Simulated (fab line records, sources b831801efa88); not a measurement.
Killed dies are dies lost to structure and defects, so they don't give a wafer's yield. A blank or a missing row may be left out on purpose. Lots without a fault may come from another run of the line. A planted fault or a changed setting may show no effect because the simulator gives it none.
Which tool did it? | flow sky130 | 12 lots, 36 wafers sampled, at 6 steps of a route of 708

WHAT THE GAUGES READ, wafer by wafer
SKY_FIELD_ISO_BOW_MEAS_00. Usual: INCOMING_BOW 1 um, standard deviation 7.1.
lot  | measured    | on            | INCOMING_BOW (um) | flag
L300 | day 1 10:00 | film_metro-02 | 5 2 2             |
L302 | day 1 20:00 | film_metro-01 | -1 7 6            |
L303 | day 2 01:02 | film_metro-01 | -10 1 20          |
L304 | day 2 06:02 | film_metro-02 | -2 -6 0           |
L305 | day 2 11:00 | film_metro-02 | -8 2 -3           |
L314 | day 4 08:02 | film_metro-01 | -9 -7 -11         |
L315 | day 4 13:00 | film_metro-01 | 7 8 -12           |
L316 | day 4 18:01 | film_metro-03 | -4 15 -10         |
L317 | day 4 23:00 | film_metro-02 | -2 -3 5           |
L320 | day 5 14:01 | film_metro-03 | -10 -11 -7        |
L322 | day 6 00:00 | film_metro-01 | 6 2 1             |
L323 | day 6 05:01 | film_metro-02 | 9 -9 -3           |

SKY_FIELD_ISO_THK_MEAS_23. Usual: FIELD_ISO_OXIDATION_01_THK 10.00 nm, standard deviation 0.16.
lot  | measured    | on            | FIELD_ISO_OXIDATION_01_THK (nm) | flag
L300 | day 2 07:07 | film_metro-01 | 9.86 9.81 9.83                  |
L302 | day 2 18:12 | film_metro-01 | 10.15 10.13 10.07               |
L303 | day 3 02:19 | film_metro-02 | 9.71 9.74 9.70                  |
L304 | day 3 07:36 | film_metro-02 | 10.03 9.90 9.98                 |
L305 | day 3 10:17 | film_metro-03 | 9.90 10.12 9.87                 |
L314 | day 5 09:50 | film_metro-02 | 9.95 9.73 9.71                  |
L315 | day 5 20:59 | film_metro-01 | 9.99 9.96 10.00                 |
L316 | day 5 20:59 | film_metro-02 | 9.65 9.79 9.73                  |
L317 | day 6 08:15 | film_metro-02 | 9.97 10.01 9.84                 |
L320 | day 6 20:53 | film_metro-01 | 9.91 9.90 10.19                 |
L322 | day 7 06:28 | film_metro-03 | 10.08 10.27 10.01               |
L323 | day 7 10:41 | film_metro-02 | 10.17 10.10 10.09               |

SKY_PWDE_TW_MEAS_10. Usual: PWDE_TW 375, standard deviation 3.1.
lot  | measured    | on            | PWDE_TW     | flag
L300 | day 3 19:13 | film_metro-02 | 369 370 370 |
L302 | day 4 14:44 | film_metro-02 | 370 369 369 |
L303 | day 5 00:10 | film_metro-03 | 377 376 377 |
L304 | day 5 04:55 | film_metro-02 | 375 373 375 |
L305 | day 5 04:10 | film_metro-04 | 376 376 377 |
L314 | day 7 13:13 | film_metro-04 | 377 373 366 |
L315 | day 8 04:26 | film_metro-03 | 379 378 377 |
L316 | day 8 05:23 | film_metro-03 | 377 378 379 |
L317 | day 8 15:31 | film_metro-04 | 375 376 375 |
L320 | day 9 01:10 | film_metro-03 | 377 375 378 |
L322 | day 9 07:32 | film_metro-03 | 378 379 378 |
L323 | day 9 11:19 | film_metro-03 | 376 378 379 |

SKY_NWELL_RS_MEAS_31: measures by four-point-probe. Usual: PWDE_RS 5277 ohm/sq, standard deviation 15.
lot  | measured     | on            | PWDE_RS (ohm/sq) | flag
L300 | day 5 07:46  | film_metro-03 | 5286 5284 5283   |
L302 | day 6 03:22  | film_metro-02 | 5288 5294 5292   |
L303 | day 6 12:21  | film_metro-04 | 5294 5289 5291   |
L304 | day 6 17:45  | film_metro-04 | 5286 5279 5277   |
L305 | day 6 16:11  | film_metro-02 | 5262 5238 5250   |
L314 | day 9 08:23  | film_metro-03 | 5278 5265 5612   | OFF
L315 | day 9 23:25  | film_metro-04 | 5295 5281 5284   |
L316 | day 10 00:26 | film_metro-04 | 5276 5294 5272   |
L317 | day 10 11:52 | film_metro-02 | 5289 5286 5279   |
L320 | day 10 22:44 | film_metro-03 | 5272 5276 5286   |
L322 | day 11 05:41 | film_metro-03 | 5273 5250 5255   |
L323 | day 11 09:47 | film_metro-04 | 5298 5285 5296   |

SKY_VT_ADJUST_HVTP_CD_MEAS_07: target cd 380 nm. Usual: cd_nm 380.1 nm, standard deviation 2.8.
lot  | measured     | on        | cd_nm (nm)        | flag
L300 | day 6 01:16  | cd_sem-01 | 380.5 381.3 380.0 |
L302 | day 6 21:38  | cd_sem-02 | 374.8 372.9 374.1 |
L303 | day 7 05:41  | cd_sem-01 | 378.0 378.8 380.6 |
L304 | day 7 11:41  | cd_sem-01 | 378.3 378.6 379.7 |
L305 | day 7 11:02  | cd_sem-01 | 378.2 377.9 378.8 |
L314 | day 10 06:14 | cd_sem-01 | 381.0 381.7 380.5 |
L315 | day 10 21:43 | cd_sem-02 | 378.6 382.3 377.0 |
L316 | day 10 22:18 | cd_sem-02 | 382.8 382.6 382.7 |
L317 | day 11 11:13 | cd_sem-02 | 382.4 380.1 378.6 |
L320 | day 11 21:48 | cd_sem-01 | 382.5 382.4 383.7 |
L322 | day 12 05:41 | cd_sem-01 | 383.7 384.4 385.1 |
L323 | day 12 10:00 | cd_sem-02 | 381.9 382.6 381.5 |

WHICH TOOL RAN EACH LOT (tool, then ch and the chambers of the sampled wafers, then the start)
lot  | SKY_PWDE_IMPLANT_08
L300 | implanter-02 ch 0, day 3 18:58
L302 | implanter-04 ch 0, day 4 14:29
L303 | implanter-03 ch 0, day 4 23:56
L304 | implanter-02 ch 0, day 5 04:41
L305 | implanter-04 ch 0, day 5 03:55
L314 | implanter-02 ch 0, day 7 12:59
L315 | implanter-04 ch 0, day 8 04:11
L316 | implanter-03 ch 0, day 8 05:09
L317 | implanter-03 ch 0, day 8 15:16
L320 | implanter-04 ch 0, day 9 00:56
L322 | implanter-03 ch 0, day 9 07:17
L323 | implanter-04 ch 0, day 9 11:05
- SKY_PWDE_IMPLANT_08

WHAT THE TOOLS THEMSELVES READ (means of the sampled wafers that have a number; where no wafer has one, the mark that the record gives instead)
SKY_PWDE_IMPLANT_08. Usual: dose_ions_cm2 3.6e+12, standard deviation 3.9e+09; faraday_current_uA 20.2, standard deviation 0.4.
lot  | tool         | dose_ions_cm2 | faraday_current_uA | flag
L300 | implanter-02 | 3.6e+12       | 19.7               |
L302 | implanter-04 | 3.6e+12       | 20.4               |
L303 | implanter-03 | 3.6e+12       | 20.1               |
L304 | implanter-02 | 3.6e+12       | 20.3               |
L305 | implanter-04 | 3.6e+12       | 20.5               |
L314 | implanter-02 | 3.6e+12       | 20.3               |
L315 | implanter-04 | 3.6e+12       | 20.5               |
L316 | implanter-03 | 3.6e+12       | 20.7               |
L317 | implanter-03 | 3.6e+12       | 20.2               |
L320 | implanter-04 | 3.6e+12       | 19.9               |
L322 | implanter-03 | 3.6e+12       | 20.5               |
L323 | implanter-04 | 3.6e+12       | 19.9               |

THE ANSWER, worked out from the rows above alone
Rule: a lot is off if the mean of its wafers that have a number lies more than 3 standard deviations from the usual mean. A lot without any number at a reading at which 4 lots or more have one is off too. The other lots that the step has rows for count as sound. The gauges are gone through in route order, then the tools' own readings, and for those a lot's mean is taken as printed above. The first step at which some lot is off is used, and at that step the reading that is off furthest; a lot without a number counts as furthest.
Off: L314, at SKY_NWELL_RS_MEAS_31 (PWDE_RS).
A tool fits if, at a process step before that reading, it ran every lot that is off, and no sound lot after the first of them. The gauges at SKY_NWELL_RS_MEAS_31 are tried like those tools. One fits: implanter-02 at SKY_PWDE_IMPLANT_08. Its last sound lot is L304 (day 5 04:41), its first lot that is off L314 (day 7 12:59): a fault that began between those two fits.

WHAT THE SIMULATOR HAD PUT IN
Process parameter drift: implanter-02, from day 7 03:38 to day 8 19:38, at SKY_PWDE_IMPLANT_08. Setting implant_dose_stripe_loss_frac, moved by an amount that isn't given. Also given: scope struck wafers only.
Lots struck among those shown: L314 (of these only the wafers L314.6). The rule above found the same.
